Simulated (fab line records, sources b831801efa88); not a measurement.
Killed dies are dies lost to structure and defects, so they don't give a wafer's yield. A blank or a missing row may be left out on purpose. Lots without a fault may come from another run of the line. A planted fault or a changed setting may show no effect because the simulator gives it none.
Problem report in the 8D (eight disciplines) form, filled by code | flow gf180mcu | the parts of the form that need people (team, actions taken, sign-off) are left out

1. THE PROBLEM
HV_LDD_CVD_56_THK at GF_HV_LDD_THK_MEAS_57 reads a mean of 71.3 nm on 6 wafers of 2 lots; wafers without a fault read 90.0 nm with a standard deviation of 0.75. That is -25 standard deviations from the usual mean.
First seen on wafer L485.1, day 15 06:08, on film_metro-04. The record holds 36 wafers of 12 lots with a number at this step. Rule for "out", or "out of limits": more than 4 standard deviations from the usual mean. The other wafers with a number count as sound.

2. WHAT IT IS AND WHAT IT IS NOT
question                    | is                           | is not
which readings at this step | HV_LDD_CVD_56_THK            | -
which lots                  | L485, L486                   | L477, L478, L481, L493, L494, L496, L497, L498, L499, L500
which wafers of those lots  | all that have a number       | -
read on which gauges        | film_metro-03, film_metro-04 | film_metro-01
when                        | from day 15 06:08            | up to then (9 sound wafers); but 21 sound wafers of L493, L494, L496, L497, L498, L499, L500 came after

3. SUSPECTS, AND WHAT RULES EACH OUT
Counting: a tool at a process step up to the reading stays a suspect if it ran every lot that is out and no sound lot after the first of them.
- the gauge at GF_HV_LDD_THK_MEAS_57: ruled out. The wafers that are out were read on 2 gauges (film_metro-03, film_metro-04).
- lpcvd-02 at GF_HV_LDD_CVD_56 (deposits Si3N4 from DCS/NH3, target thk 90 nm, time 1543 s): ruled out as a lasting fault. Sound lots L493, L496, L498, L499, L500 ran on it after its first lot that is out, L485 (day 15 03:59).
Left after counting: nothing in the record.

4. THE CAUSE (what the simulator had put in)
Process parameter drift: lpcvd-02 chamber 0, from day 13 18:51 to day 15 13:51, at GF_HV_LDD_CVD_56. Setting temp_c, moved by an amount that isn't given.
Counting ruled it out, wrongly: the rule takes a fault to strike every lot that its tool runs from its start on, and this one did not.

5. THE CHAIN OF EFFECTS, in route order
Each row: a reading whose mean over the struck wafers that have a number lies more than 3 standard deviations from the usual. Only readings for which the record gives a usual standard deviation are gone through. hours: the time from each lot's start at the first step in this table that gives one to its start at this step, as a median over the lots. sigmas: the change in usual standard deviations.
hours | step                  | reading           | usual      | on struck wafers | change | sigmas
0     | GF_HV_LDD_CVD_56      | spike_tc_bottom_C | 787.8 C    | 775.5            | -12.3  | -5.3
0     | GF_HV_LDD_CVD_56      | spike_tc_centre_C | 771.3 C    | 759.9            | -11.4  | -11
0     | GF_HV_LDD_CVD_56      | spike_tc_lower_C  | 769.4 C    | 757.6            | -11.8  | -8.4
0     | GF_HV_LDD_CVD_56      | spike_tc_upper_C  | 770.1 C    | 757.5            | -12.6  | -10
0     | GF_HV_LDD_CVD_56      | susceptor_temp_C  | 770.0 C    | 758.4            | -11.6  | -36
2     | GF_HV_LDD_THK_MEAS_57 | HV_LDD_CVD_56_THK | 90.0 nm    | 71.3             | -18.7  | -25
2     | GF_HV_LDD_ETCHBACK_58 | oes_product_au    | 0.843 a.u. | 0.750            | -0.093 | -14
The process steps in it:
- GF_HV_LDD_CVD_56: deposits Si3N4 from DCS/NH3, target thk 90 nm, time 1543 s.
- GF_HV_LDD_ETCHBACK_58: etches Si3N4 in CH3F/O2, stops on SiO2, time 100 s, target depth 90 nm.
Later measuring or inspecting steps at which every struck wafer that the step has a row for has a number for every such reading, and none has moved that far: GF_NSD_CD_MEAS_07.

6. WHAT WOULD HAVE CAUGHT IT SOONER
In this record the first reading out of limits at a measuring or inspecting step was taken at day 15 06:08, 35 hours after the fault began at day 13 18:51.
The tool's own readings at GF_HV_LDD_CVD_56 were out on every struck wafer that the step has a row for (spike_tc_bottom_C, spike_tc_centre_C, spike_tc_lower_C, spike_tc_upper_C, susceptor_temp_C): an alarm limit on them would have fired on the first of those.
